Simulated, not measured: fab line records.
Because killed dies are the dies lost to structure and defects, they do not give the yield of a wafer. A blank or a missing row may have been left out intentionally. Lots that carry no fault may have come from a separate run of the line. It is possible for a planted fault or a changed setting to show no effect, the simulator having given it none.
A lot that was struck, set against a sound lot + flow sky130 + 43 out of 708 route steps
Sound: the wafers L449.4, L449.5, L449.6. Wafers L469.1, L469.3, L469.6 were the ones struck. The cause comes at the end.
At each step with rows: each side's tool, then ch and its chambers, then its first start. Under that, the readings that differ: sound wafers + struck wafers + difference of the means + sigmas: that difference in standard deviations of wafers without a fault.
alike: readings with means less than 2 such deviations apart, plus words and numbers identical on both sides. not compared: withheld readings, readings lacking a value on some wafer, bounds such as >300 that could conceal the same value, and numbers that have no deviation in the record and whose values overlap.
Wherever a step has rows on one side only, a row that says differs or no value, or a row with sigmas, the two part there. Numbers that don't overlap but have no deviation are shown without sigmas and don't part them. Lack of a reading on every wafer of one side parts them only where that side has two or more wafers.

first, 1 step without rows for these wafers: SKY_VT_ADJUST_LVTN_IMPLANT_08.
SKY_VT_ADJUST_LVTN_STRIP_09: strips in O2/N2.
  sound on plasmaAsher-03 ch 0,1, day 6 22:50; struck on plasmaAsher-02 ch 0,1, day 12 13:39
  alike: drypumpMotorCurrentA, oesProductAu, stripTimeToEndpointS
  not compared: rfHoursCounterH
SKY_VT_ADJUST_LVTN_TW_MEAS_10:
  sound on filmMetro-02 at day 6 22:56; struck on filmMetro-03 at day 12 13:45
  alike: VT_ADJUST_LVTN_TW
then, 7 steps without rows for these wafers: SKY_VT_ADJUST_LVTN_DEHYDRATE_11 (time 60 s); SKY_VT_ADJUST_LVTN_HMDS_12 (prime time 60 s); SKY_VT_ADJUST_LVTN_COAT_13 (resist thk 1140 nm); SKY_VT_ADJUST_LVTN_SOFTBAKE_14 (time 60 s); SKY_VT_ADJUST_LVTN_EXPOSE_15 (exposes mask HVN STD DERIVED, target cd 600 nm); SKY_VT_ADJUST_LVTN_PEB_16; SKY_VT_ADJUST_LVTN_DEVELOP_17 (develop time 60 s).
SKY_VT_ADJUST_LVTN_OVL_MEAS_18:
  sound on overlay-02 at day 7 18:23; struck on overlay-01 at day 13 14:31
  alike: VT_ADJUST_LVTN_01_OVL
next, for these wafers, 1 step has no rows: SKY_VT_ADJUST_LVTN_IMPLANT_19.
SKY_VT_ADJUST_LVTN_STRIP_20: strips in O2/N2.
  sound on plasmaAsher-04 ch 0,1, day 7 18:35; struck on plasmaAsher-03 ch 0, day 13 14:42
| reading                  | sound       | struck      | difference | sigmas |
|--------------------------|-------------|-------------|------------|--------|
| drypumpMotorCurrentA (A) | 4.7 5.2 4.7 | 6.1 6.0 6.0 | +1.2       | +3     |
  alike: oesProductAu, stripTimeToEndpointS
  not compared: rfHoursCounterH
SKY_VT_ADJUST_LVTN_TW_MEAS_21:
  sound on filmMetro-04 at day 7 18:41; struck on filmMetro-04 at day 13 14:48
  alike: VT_ADJUST_LVTN_2_TW
then, 7 steps without rows for these wafers: SKY_VT_ADJUST_NCORE_DEHYDRATE_00 (time 60 s); SKY_VT_ADJUST_NCORE_HMDS_01 (prime time 60 s); SKY_VT_ADJUST_NCORE_COAT_02 (resist thk 1140 nm); SKY_VT_ADJUST_NCORE_SOFTBAKE_03 (time 60 s); SKY_VT_ADJUST_NCORE_EXPOSE_04 (exposes mask LVTN COMPLEMENT THIN, target cd 380 nm); SKY_VT_ADJUST_NCORE_PEB_05; SKY_VT_ADJUST_NCORE_DEVELOP_06 (develop time 60 s).
SKY_VT_ADJUST_NCORE_CD_MEAS_07: the cd target is 380 nm.
  sound on cdSem-02 at day 8 14:49; struck on cdSem-02 at day 14 16:46
| reading   | sound       | struck      | difference | sigmas |
|-----------|-------------|-------------|------------|--------|
| cdNm (nm) | 382 384 384 | 376 375 374 | -8         | -3     |
SKY_VT_ADJUST_NCORE_OVL_MEAS_08:
  sound on overlay-01 at day 8 14:54; struck on overlay-01 at day 14 16:53
| reading                  | sound       | struck         | difference | sigmas |
|--------------------------|-------------|----------------|------------|--------|
| VT_ADJUST_NCORE_OVL (nm) | 3.0 1.7 0.3 | -0.7 -0.1 -2.7 | -2.8       | -2     |
next, for these wafers, 1 step has no rows: SKY_VT_ADJUST_NCORE_IMPLANT_09.
SKY_VT_ADJUST_NCORE_STRIP_10: strips in O2/N2.
  sound on plasmaAsher-01 ch 0,1, day 8 15:06; struck on plasmaAsher-01 ch 0,1, day 14 17:04
  alike: drypumpMotorCurrentA, oesProductAu, stripTimeToEndpointS
  not compared: rfHoursCounterH
SKY_VT_ADJUST_NCORE_TW_MEAS_11:
  sound on filmMetro-03 at day 8 15:12; struck on filmMetro-03 at day 14 17:10
  alike: VT_ADJUST_NCORE_TW
then, 7 steps without rows for these wafers: SKY_VT_ADJUST_HVTR_DEHYDRATE_00 (time 60 s); SKY_VT_ADJUST_HVTR_HMDS_01 (prime time 60 s); SKY_VT_ADJUST_HVTR_COAT_02 (resist thk 1140 nm); SKY_VT_ADJUST_HVTR_SOFTBAKE_03 (time 60 s); SKY_VT_ADJUST_HVTR_EXPOSE_04 (exposes mask HVTRM, target cd 380 nm); SKY_VT_ADJUST_HVTR_PEB_05; SKY_VT_ADJUST_HVTR_DEVELOP_06 (develop time 60 s).
SKY_VT_ADJUST_HVTR_CD_MEAS_07: the cd target is 380 nm.
  sound on cdSem-02 at day 9 11:04; struck on cdSem-02 at day 15 20:06
  alike: cdNm
SKY_VT_ADJUST_HVTR_OVL_MEAS_08:
  sound on overlay-02 at day 9 11:08; struck on overlay-02 at day 15 20:13
  alike: VT_ADJUST_HVTR_OVL
next, for these wafers, 1 step has no rows: SKY_VT_ADJUST_HVTR_IMPLANT_09.
SKY_VT_ADJUST_HVTR_STRIP_10: strips in O2/N2.
  sound on plasmaAsher-04 ch 0,1, day 9 11:20; struck on plasmaAsher-04 ch 0, day 15 20:25
  alike: drypumpMotorCurrentA, oesProductAu, stripTimeToEndpointS
  not compared: rfHoursCounterH
SKY_VT_ADJUST_HVTR_TW_MEAS_11:
  sound on filmMetro-04 at day 9 11:26; struck on filmMetro-01 at day 15 20:31
  alike: VT_ADJUST_HVTR_TW
then, 4 steps without rows for these wafers: SKY_VT_ADJUST_PCH_DEHYDRATE_00 (time 60 s); SKY_VT_ADJUST_PCH_HMDS_01 (prime time 60 s); SKY_VT_ADJUST_PCH_COAT_02 (resist thk 3000 nm); SKY_VT_ADJUST_PCH_SOFTBAKE_03.
-- a jump in the record: the struck wafers' starts before and after are 35 days apart (it breaks off in module VT_ADJUST_PCH and resumes in module PAD_OPEN, where the first step shown is number 708 of the route) --
SKY_PAD_OPEN_PROBE_99:
  sound on prober-02 at day 45 18:41; struck on prober-02 at day 50 11:35
| reading          | sound    | struck      | difference | sigmas |
|------------------|----------|-------------|------------|--------|
| killedAtContacts | 14 18 22 | 27 33 28    | +11        | +2     |
| killedAtFrontEnd | 16 17 17 | 42 49 37    | +26        | +6     |
| killedDies       | 70 71 71 | 101 118 107 | +38        | +4     |
  alike: killed_at_M0_to_M3, killed_at_M4_up, killedAtOther, killedOpen, killedShort

== WHERE THEY PART ==
Earliest at SKY_VT_ADJUST_LVTN_STRIP_20; latest, in this record, at SKY_PAD_OPEN_PROBE_99.

WHY: whatever the simulator had introduced
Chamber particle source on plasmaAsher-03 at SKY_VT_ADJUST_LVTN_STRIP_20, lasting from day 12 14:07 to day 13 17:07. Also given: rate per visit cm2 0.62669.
